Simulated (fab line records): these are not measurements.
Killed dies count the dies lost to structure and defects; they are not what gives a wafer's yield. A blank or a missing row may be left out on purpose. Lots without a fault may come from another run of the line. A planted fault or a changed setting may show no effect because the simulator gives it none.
Shared-tool check || flow gf180mcu || 12 lots and 36 wafers in the sample

WHAT PROMPTED THE OPENING
Of 12 lots, 2 have the reading HV_LDD_CVD_56_THK flagged at GF_HV_LDD_THK_MEAS_57. No-fault wafers: 90.3 nm, standard deviation 0.79.
Rule: a lot is flagged when every wafer of it that has a number lies more than 4 standard deviations from that mean, or none has a number. The other lots count as sound.

{"lot": "L796", "measured": "day 12 07:05", "on": "film-metro-02", "HV_LDD_CVD_56_THK (nm), wafer by wafer": "91.6 91.7 91.6", "flag": ""}
{"lot": "L797", "measured": "day 12 15:13", "on": "film-metro-01", "HV_LDD_CVD_56_THK (nm), wafer by wafer": "89.9 89.8 89.5", "flag": ""}
{"lot": "L799", "measured": "day 13 17:22", "on": "film-metro-02", "HV_LDD_CVD_56_THK (nm), wafer by wafer": "90.3 90.4 90.2", "flag": ""}
{"lot": "L801", "measured": "day 14 09:05", "on": "film-metro-01", "HV_LDD_CVD_56_THK (nm), wafer by wafer": "90.6 90.3 90.2", "flag": ""}
{"lot": "L803", "measured": "day 15 04:25", "on": "film-metro-03", "HV_LDD_CVD_56_THK (nm), wafer by wafer": "88.8 90.0 89.4", "flag": ""}
{"lot": "L806", "measured": "day 15 17:37", "on": "film-metro-01", "HV_LDD_CVD_56_THK (nm), wafer by wafer": "90.0 90.1 90.3", "flag": ""}
{"lot": "L807", "measured": "day 16 03:42", "on": "film-metro-02", "HV_LDD_CVD_56_THK (nm), wafer by wafer": "58.0 58.1 58.9", "flag": "FLAGGED"}
{"lot": "L808", "measured": "day 16 13:44", "on": "film-metro-02", "HV_LDD_CVD_56_THK (nm), wafer by wafer": "59.0 58.5 58.8", "flag": "FLAGGED"}
{"lot": "L816", "measured": "day 19 10:07", "on": "film-metro-02", "HV_LDD_CVD_56_THK (nm), wafer by wafer": "89.7 88.6 89.3", "flag": ""}
{"lot": "L817", "measured": "day 19 17:17", "on": "film-metro-03", "HV_LDD_CVD_56_THK (nm), wafer by wafer": "91.3 91.4 91.8", "flag": ""}
{"lot": "L818", "measured": "day 19 21:44", "on": "film-metro-03", "HV_LDD_CVD_56_THK (nm), wafer by wafer": "91.8 92.2 91.8", "flag": ""}
{"lot": "L819", "measured": "day 20 01:20", "on": "film-metro-01", "HV_LDD_CVD_56_THK (nm), wafer by wafer": "90.3 90.3 90.6", "flag": ""}
Average over the flagged lots: 58.5 nm; offset from the usual -31.8 nm, equal to -40 standard deviations.

WHICH TOOL EACH LOT WENT THROUGH
The record holds 1 process step before the reading, out of a route of 602 steps. Each cell gives the tool, then ch followed by the chambers the sampled wafers passed through, then the start.
{"lot": "L796", "flag": "", "GF_HV_LDD_CVD_56": "lpcvd-01 ch 1, day 12 05:38"}
{"lot": "L797", "flag": "", "GF_HV_LDD_CVD_56": "lpcvd-01 ch 1, day 12 13:47"}
{"lot": "L799", "flag": "", "GF_HV_LDD_CVD_56": "lpcvd-01 ch 0, day 13 15:56"}
{"lot": "L801", "flag": "", "GF_HV_LDD_CVD_56": "lpcvd-02 ch 0, day 14 07:38"}
{"lot": "L803", "flag": "", "GF_HV_LDD_CVD_56": "lpcvd-02 ch 0, day 15 02:59"}
{"lot": "L806", "flag": "", "GF_HV_LDD_CVD_56": "lpcvd-02 ch 1, day 15 16:11"}
{"lot": "L807", "flag": "FLAGGED", "GF_HV_LDD_CVD_56": "lpcvd-02 ch 1, day 16 02:16"}
{"lot": "L808", "flag": "FLAGGED", "GF_HV_LDD_CVD_56": "lpcvd-02 ch 1, day 16 12:18"}
{"lot": "L816", "flag": "", "GF_HV_LDD_CVD_56": "lpcvd-02 ch 1, day 19 08:42"}
{"lot": "L817", "flag": "", "GF_HV_LDD_CVD_56": "lpcvd-01 ch 1, day 19 15:52"}
{"lot": "L818", "flag": "", "GF_HV_LDD_CVD_56": "lpcvd-02 ch 1, day 19 20:19"}
{"lot": "L819", "flag": "", "GF_HV_LDD_CVD_56": "lpcvd-02 ch 0, day 19 23:54"}
What is done by these steps:
- GF_HV_LDD_CVD_56: deposits Si3N4 from DCS/NH3, target thk 90 nm, time 1543 s.
- GF_HV_LDD_THK_MEAS_57

FLAGGED OVER TOTAL, TOOL BY TOOL (the gauges that took the reading come last)
{"step": "GF_HV_LDD_CVD_56", "tool": "lpcvd-01", "lots run": 4, "flagged": 0, "share of the flagged lots": "none", "sound lots run after its first flagged lot": "-"}
{"step": "GF_HV_LDD_CVD_56", "tool": "lpcvd-02", "lots run": 8, "flagged": 2, "share of the flagged lots": "all", "sound lots run after its first flagged lot": "3 (L816,L818,L819)"}
{"step": "GF_HV_LDD_THK_MEAS_57", "tool": "film-metro-01", "lots run": 4, "flagged": 0, "share of the flagged lots": "none", "sound lots run after its first flagged lot": "-"}
{"step": "GF_HV_LDD_THK_MEAS_57", "tool": "film-metro-02", "lots run": 5, "flagged": 2, "share of the flagged lots": "all", "sound lots run after its first flagged lot": "1 (L816)"}
{"step": "GF_HV_LDD_THK_MEAS_57", "tool": "film-metro-03", "lots run": 3, "flagged": 0, "share of the flagged lots": "none", "sound lots run after its first flagged lot": "-"}

WHAT IS ALLOWED BY THE TABLE
In 2 table rows, all flagged lots were run: lpcvd-02 (GF_HV_LDD_CVD_56), film-metro-02 (GF_HV_LDD_THK_MEAS_57).
- lpcvd-02 at GF_HV_LDD_CVD_56: 2 of its 8 lots flagged. Lots that were sound ran on it after the first flagged one (L816, L818, L819); a persistent fault on the entire tool would not allow that. Its own readings (spike-tc-bottom-C, spike-tc-centre-C, spike-tc-lower-C, spike-tc-top-C, spike-tc-upper-C, susceptor-temp-C) fall more than 4 standard deviations out on all wafers of the flagged lots.
- film-metro-02 at GF_HV_LDD_THK_MEAS_57: 2 of its 5 lots flagged. Lots that were sound ran on it after the first flagged one (L816); a persistent fault on the entire tool would not allow that.
There is no row in the table that ran each flagged lot and no sound lot after the first.

WHAT HAD BEEN PUT IN BY THE SIMULATOR
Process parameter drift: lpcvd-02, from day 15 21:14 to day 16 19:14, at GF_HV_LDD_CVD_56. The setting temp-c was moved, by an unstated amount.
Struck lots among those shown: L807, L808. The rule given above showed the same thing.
